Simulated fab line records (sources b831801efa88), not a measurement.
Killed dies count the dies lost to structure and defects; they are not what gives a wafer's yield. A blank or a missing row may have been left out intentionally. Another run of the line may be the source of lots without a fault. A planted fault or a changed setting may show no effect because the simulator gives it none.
One fault seen from 2 desks    flow sky130    each desk has only its own numbers; what lay behind them comes last

## THE METROLOGY DESK
What the gauges read for every lot (on any tool): the sampled wafers with a number, averaged. Marked OUT: a lot whose mean sits more than 4 standard deviations from the usual mean, which makes it out of limits; the brackets give that distance.
Columns: A = GATE_OXIDE_OVL at SKY_GATE_OXIDE_OVL_MEAS_10, usual -1.3 nm
lot   first seen here  A
L338  day 13 12:16     -0.4
L341  day 14 13:37     -2.2
L344  day 15 20:06     -1.6
L348  day 17 01:36     -0.4
L350  day 17 23:54     -0.5
L351  day 18 12:12     -1.9
L353  day 19 00:47     122.5 (+88) OUT
L355  day 19 17:52     -1.8
L356  day 20 00:15     -2.2
L358  day 20 14:12     125.1 (+90) OUT
L359  day 21 02:21     125.4 (+91) OUT
This desk's finding: out of limits on L353, L358, L359; first on L353, day 19 00:47 (GATE_OXIDE_OVL at SKY_GATE_OXIDE_OVL_MEAS_10). Within limits: L338, L341, L344, L348, L350, L351, L355, L356.

## TOOL OWNER'S DESK, ilineStepper-01
The tool's own readings at SKY_GATE_OXIDE_EXPOSE_07 (exposes mask LVOM, target cd 600 nm): means of the sampled wafers that have a number, for each lot that ran on this tool. Marked OUT: a lot whose mean sits more than 4 standard deviations from the usual mean, which makes it out of limits; the brackets give that distance.
Columns: A = exposureDoseMJCm2 at SKY_GATE_OXIDE_EXPOSE_07, usual 170.02; B = focusOffsetNm at SKY_GATE_OXIDE_EXPOSE_07, usual -0.1 nm
lot   first seen here  A       B
L338  day 13 00:27     170.01  0.0
L348  day 16 11:41     170.03  -0.3
L350  day 17 08:43     170.10  -0.1
L353  day 18 09:37     170.20  0.2
L358  day 19 22:53     169.89  0.4
L359  day 20 10:30     170.01  -0.3
Finding of this desk: none of the 6 lots has anything out of limits.

## ALL TOGETHER
Metrology desk: alarm possible at day 19 00:47 on L353, L358, L359.
The desk of the tool owner found nothing out of limits.
The tool owner's desk has L353, L358, L359 on record, within its limits.
Of the lots named, all ran SKY_GATE_OXIDE_EXPOSE_07 on ilineStepper-01.

## WHAT THE SIMULATOR PUT IN
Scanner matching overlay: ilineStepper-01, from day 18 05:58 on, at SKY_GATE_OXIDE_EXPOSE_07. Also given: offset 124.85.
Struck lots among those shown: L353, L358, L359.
Per desk, hours elapsed from the start of the fault to the first reading out of limits: for the metrology desk, 19.
